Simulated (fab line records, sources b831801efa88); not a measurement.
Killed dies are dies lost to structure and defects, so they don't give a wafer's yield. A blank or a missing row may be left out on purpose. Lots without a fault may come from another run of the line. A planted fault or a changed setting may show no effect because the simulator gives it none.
One fault seen from 2 desks | flow sky130 | each desk has only its own numbers; what lay behind them comes last

THE METROLOGY DESK
What the gauges read, lot by lot, whatever tool the lot ran on: means of the sampled wafers that have a number. A lot is out of limits, marked OUT, if its mean lies more than 4 standard deviations from the usual mean; the brackets give that distance.
Columns: A = cd_nm at SKY_POLY_GATE_CD_MEAS_13, usual 149.7 nm; B = LDD_N_OVL at SKY_LDD_N_OVL_MEAS_07, usual 1.0 nm
lot  | first seen here | A     | B
L620 | day 17 00:52    | 151.0 | 2.5
L622 | day 17 10:54    | 150.8 | 1.8
L623 | day 18 06:28    | 149.0 | 3.4
L626 | day 18 18:20    | 150.2 | 2.8
L628 | day 19 09:07    | 148.3 | 0.8
L630 | day 20 03:47    | 150.0 | -0.1
L631 | day 20 12:57    | 151.6 | -0.8
L633 | day 20 23:05    | 151.6 | -1.0
L634 | day 21 03:26    | 148.1 | -0.1
L636 | day 21 23:36    | 150.2 | 1.7
L639 | day 23 10:47    | 149.8 | 0.2
L642 | day 24 10:31    | 149.9 | 2.0
L643 | day 24 13:44    | 148.0 | 1.0
This desk's finding: nothing out of limits on any of the 13 lots.

THE TOOL OWNER'S DESK: litho_track-04
The tool's own readings at SKY_LDD_HVP_SOFTBAKE_03 (time 60 s): means of the sampled wafers that have a number, for each lot that ran on this tool. A lot is out of limits, marked OUT, if its mean lies more than 4 standard deviations from the usual mean; the brackets give that distance.
Columns: A = chill_plate_temp_C at SKY_LDD_HVP_SOFTBAKE_03, usual 22.99 C; B = heater_power_total_W at SKY_LDD_HVP_SOFTBAKE_03, usual 56.60 W; C = plate_temp_C at SKY_LDD_HVP_SOFTBAKE_03, usual 89.98 C
lot  | first seen here | A     | B               | C
L622 | day 22 02:09    | 22.97 | 56.59           | 90.18
L623 | day 22 22:27    | 23.01 | 56.60           | 89.74
L628 | day 23 23:15    | 22.90 | 56.59           | 89.93
L630 | day 24 17:02    | 23.08 | 55.85 (-18) OUT | 89.27 (-5.5) OUT
L631 | day 25 01:44    | 23.00 | 55.83 (-18) OUT | 89.24 (-5.7) OUT
L643 | day 28 21:23    | 22.92 | 56.58           | 89.84
This desk's finding: out of limits on L630, L631; first on L630, day 24 17:02 (heater_power_total_W at SKY_LDD_HVP_SOFTBAKE_03). In limits: L622, L623, L628, L643.

PUT TOGETHER
The tool owner's desk could have raised an alarm at day 24 17:02, on L630, L631.
The metrology desk saw nothing out of limits.
The metrology desk has L630, L631 on record, within its limits.
Of the lots named, all ran SKY_LDD_HVP_SOFTBAKE_03 on litho_track-04.

WHAT THE SIMULATOR HAD PUT IN
Process parameter drift: litho_track-04, from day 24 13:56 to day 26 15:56, at SKY_LDD_HVP_SOFTBAKE_03. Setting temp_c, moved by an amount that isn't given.
Lots struck among those shown: L630, L631.
Hours from the fault's start to each desk's first reading out of limits: the tool owner's desk, 3.
